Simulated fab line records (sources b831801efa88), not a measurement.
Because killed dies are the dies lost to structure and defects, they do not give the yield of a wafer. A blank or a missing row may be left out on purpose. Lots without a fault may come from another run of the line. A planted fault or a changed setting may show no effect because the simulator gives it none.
Problem report, 8D (eight disciplines) form, completed by code / flow gf180mcu / the parts of the form that need people (team, actions taken, sign-off) are left out

## 1. PROBLEM STATEMENT
Mean of rf fwd power W at GF_M5_ETCH_09: 657 W across 6 wafers in 2 lots; on wafers with no fault it is 785 W (standard deviation 4.4). That puts it -29 standard deviations away from the usual mean.
The step: etches Si3N4 in CF4/O2, target depth 52 nm, time 11.6 s.
Earliest sighting: wafer L792.3 on rie diel-04 at day 27 06:56. Wafers with a number at this step in the record: 36, from 12 lots. The rule behind "out" and "out of limits": a value lying over 4 standard deviations away from the usual mean. Any other wafer with a number is counted as sound.

## 2. WHAT IT IS AND WHAT IT IS NOT
question=which readings at this step | is=rf fwd power W, oes product au | is not=O2_flow_sccm, cf4 flow sccm, drypump motor current A
question=which lots | is=L792, L793 | is not=L790, L791, L794, L802, L804, L805, L806, L808, L809, L810
question=which wafers of those lots | is=all that have a number | is not=-
question=read on which tools | is=rie diel-04 | is not=rie diel-02
question=when | is=from day 27 06:56 | is not=up to then (6 sound wafers); but 24 sound wafers of L794, L802, L804, L805, L806, L808, L809, L810 came after

## 3. WHAT RULES OUT EACH SUSPECT
Counting: a tool at any process step up to the reading remains a suspect when it ran all the lots that are out and ran no sound lot after the first of those.
- rie diel-04 at GF_M5_ETCH_09 (etches Si3N4 in CF4/O2, target depth 52 nm, time 11.6 s): ruled out as a lasting fault. The sound lots L802, L805, L806, L808, L810 went through it after L792, its earliest lot that is out (day 27 06:56).
Left after counting: nothing in the record.

## 4. THE CAUSE (what the simulator had put in)
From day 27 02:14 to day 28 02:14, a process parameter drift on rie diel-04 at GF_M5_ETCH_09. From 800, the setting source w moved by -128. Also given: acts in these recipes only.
Counting ruled it out, wrongly.

## 5. THE EFFECT CHAIN, in route order
Each row: a reading where the mean over the struck wafers with a number is more than 3 standard deviations away from the usual. Only readings for which the record gives a usual standard deviation are gone through. hours: the time from each lot's start at the first step in this table that gives one to its start at this step, as a median over the lots. sigmas: the change in usual standard deviations.
hours=0; step=GF_M5_ETCH_09; reading=oes product au; usual=0.998 a.u.; on struck wafers=0.910; change=-0.088; sigmas=-10
hours=0; step=GF_M5_ETCH_09; reading=rf fwd power W; usual=785 W; on struck wafers=657; change=-128; sigmas=-29
Process steps it contains:
- GF_M5_ETCH_09: etches Si3N4 in CF4/O2, target depth 52 nm, time 11.6 s.
Later measuring or inspecting steps at which every struck wafer that the step has a row for has a number for every such reading, and none has moved that far: GF_V5_BOW_MEAS_05.

## 6. HOW IT WOULD HAVE BEEN CAUGHT EARLIER
The fault began at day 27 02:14; the first out-of-limits reading in this record came at day 27 06:56, 5 hours later.
